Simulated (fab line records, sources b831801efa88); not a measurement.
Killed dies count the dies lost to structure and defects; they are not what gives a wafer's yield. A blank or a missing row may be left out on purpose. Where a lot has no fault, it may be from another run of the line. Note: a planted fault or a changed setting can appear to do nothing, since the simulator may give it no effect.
Struck lot and sound lot, side by side    flow sky130    16 out of 708 route steps
Sound: wafers L233.1, L233.3, L233.4. Wafers L248.1, L248.5, L248.6 were the ones struck. Last of all comes the cause.
Order at every step that has rows: each side's tool, ch and its chambers, its first start. Under that, the readings that differ: sound wafers    struck wafers    difference of the means    sigmas: that difference in standard deviations of wafers without a fault.
alike: readings with means less than 2 such deviations apart, plus words and numbers identical on both sides. not compared: withheld readings, readings lacking a value on some wafer, bounds such as >300 that could conceal the same value, and numbers that have no deviation in the record and whose values overlap.
The two part at a step that has a row with sigmas, a row that says differs or no value, or rows on one side only. When numbers do not overlap yet have no deviation, they are printed without sigmas and do not part them. Lack of a reading on every wafer of one side parts them only where that side has two or more wafers.

first, 5 steps without rows for these wafers: SKY_POLY_GATE_COAT_08 (resist thk 450 nm); SKY_POLY_GATE_SOFTBAKE_09 (time 90 s); SKY_POLY_GATE_EXPOSE_10 (exposes mask P1M, target cd 150 nm); SKY_POLY_GATE_PEB_11; SKY_POLY_GATE_DEVELOP_12 (develop time 60 s).
SKY_POLY_GATE_CD_MEAS_13: target cd 150 nm.
  struck on cd sem-01, day 22 10:02; sound on cd sem-02, day 16 12:03
  alike: cd nm
SKY_POLY_GATE_OVL_MEAS_14:
  struck on overlay-02, day 22 10:10; sound on overlay-02, day 16 12:10
  alike: POLY_GATE_OVL
SKY_POLY_GATE_ETCH_15: etches BARC in N2/H2, stops on SiO2, time 118.5 s, target depth 110 nm.
  sound on rie diel-03 ch 0,1,2, day 16 12:13; struck on rie diel-02 ch 1,2,3, day 22 10:12
  alike: chamber pressure mTorr, drypump motor current A, oes product au, throttle valve pct
  not compared: rf hours counter h
SKY_POLY_GATE_ETCH_16: etches Si3N4 in CH3F/O2, stops on poly-Si, time 147.5 s, target depth 75 nm.
  sound on rie diel-03 ch 0,1,2, day 16 12:17; struck on rie diel-02 ch 1,2,3, day 22 10:17
  alike: chamber pressure mTorr, drypump motor current A, oes product au, throttle valve pct
  not compared: rf hours counter h
SKY_POLY_GATE_ETCH_17: etches poly-Si in HBr/Cl2, stops on SiO2, target depth 180 nm, time 70.5 s.
  sound on rie si-01 ch 1,2,3, day 16 12:23; struck on rie si-01 ch 0,1,3, day 22 10:23
  alike: chamber pressure mTorr, drypump motor current A, oes product au, throttle valve pct
  not compared: rf hours counter h
SKY_POLY_GATE_STRIP_18: strips in O2/N2.
  sound on plasma asher-04 ch 0,1, day 16 12:26; struck on plasma asher-02 ch 0,1, day 22 10:26
  alike: chamber pressure mTorr, drypump motor current A, oes product au, strip time to endpoint s
  not compared: rf hours counter h
then, 1 step without rows for these wafers: SKY_POLY_GATE_CLEAN_19 (cleans in SC1/SC2, time 150 s).
SKY_POLY_GATE_OXIDATION_20: stabilise 600 s, purge 300 s, target thk 4 nm.
  sound on furnace-02 ch 0, day 16 12:35; struck on furnace-02 ch 0, day 22 10:35
reading                                           sound                 struck                difference  sigmas
spike tc bottom C (C)                             869.4 867.4 867.4     902.2 902.4 900.7     +33.7       +20
spike tc centre C (C)                             851.7 848.9 850.4     884.4 883.7 883.3     +33.5       +33
spike tc lower C (C)                              852.1 850.4 851.0     883.8 885.8 885.9     +34.0       +34
spike tc top C (C)                                863.3 860.7 862.8     895.5 893.8 896.2     +32.9       +16
spike tc upper C (C)                              852.6 849.4 851.2     883.2 885.1 883.7     +32.9       +30
tube center temp C (C)                            850.07 849.85 850.12  883.37 883.39 883.32  +33.35      +99 or more
tube_center_temp_C_max                            852.2 852.3 851.8     885.4 885.3 885.3     +33.2       +90
zone power bottom pct (%)                         26.1 26.5 26.0        27.9 28.4 28.2        +2.0        +3
model.SiO2_of_POLY_GATE_OXIDATION_20.thk nm (nm)  3.959 3.957 3.887     6.06 6.036 6.102      +2.13       
  alike: zone power lower pct
SKY_POLY_GATE_THK_MEAS_21:
  struck on film metro-02, day 22 11:50; sound on film metro-03, day 16 13:50
reading                       sound           struck          difference  sigmas
POLY_GATE_OXIDATION_THK (nm)  4.02 3.96 3.89  6.02 6.08 6.11  +2.11       +26
SKY_POLY_GATE_CD_MEAS_22:
  struck on cd sem-02, day 22 11:53; sound on cd sem-02, day 16 13:54
  alike: cd nm
-- a jump in the record: the struck wafers' starts before and after are 27 days apart (it breaks off in module POLY_GATE and resumes in module PAD_OPEN, where the first step shown is number 708 of the route) --
SKY_PAD_OPEN_PROBE_99:
  struck on prober-01, day 49 17:32; sound on prober-01, day 45 14:29
reading                            sound              struck             difference  sigmas
model.etest.tip sonos.rs ohm sq    2580 2540 2537     3080 3076 3098     +532        
model.etest.tip p.rs ohm sq        7025 7041 7008     7252 7168 7182     +176        
model.etest.res pdiff.line ohm um  1369 1360 1347     1422 1434 1442     +74         
model.etest.tip n.rs ohm sq        437.4 436.4 436.8  484.3 484.1 481.9  +46.6       
model.etest.nfet_01v8.r on ohm um  843.6 829.8 845.4  855.5 856.4 862.4  +18.5       
  alike: killed_at_M0_to_M3, killed_at_M4_up, killed at contacts, killed at front end, killed at other, killed dies, killed open, killed short
  not compared: model.etest.pfet_01v8.r on ohm um, model.etest.res ndiff.line ohm um, model.etest.sonos uncharged.r on ohm um

== WHERE THEY PART ==
At SKY_POLY_GATE_OXIDATION_20 first; at SKY_POLY_GATE_THK_MEAS_21 last (within this record only). Later steps at which nothing parts them and some readings are alike: SKY_POLY_GATE_CD_MEAS_22, SKY_PAD_OPEN_PROBE_99.

WHY: what had been put in by the simulator
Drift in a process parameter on furnace-02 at SKY_POLY_GATE_OXIDATION_20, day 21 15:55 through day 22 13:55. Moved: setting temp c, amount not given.
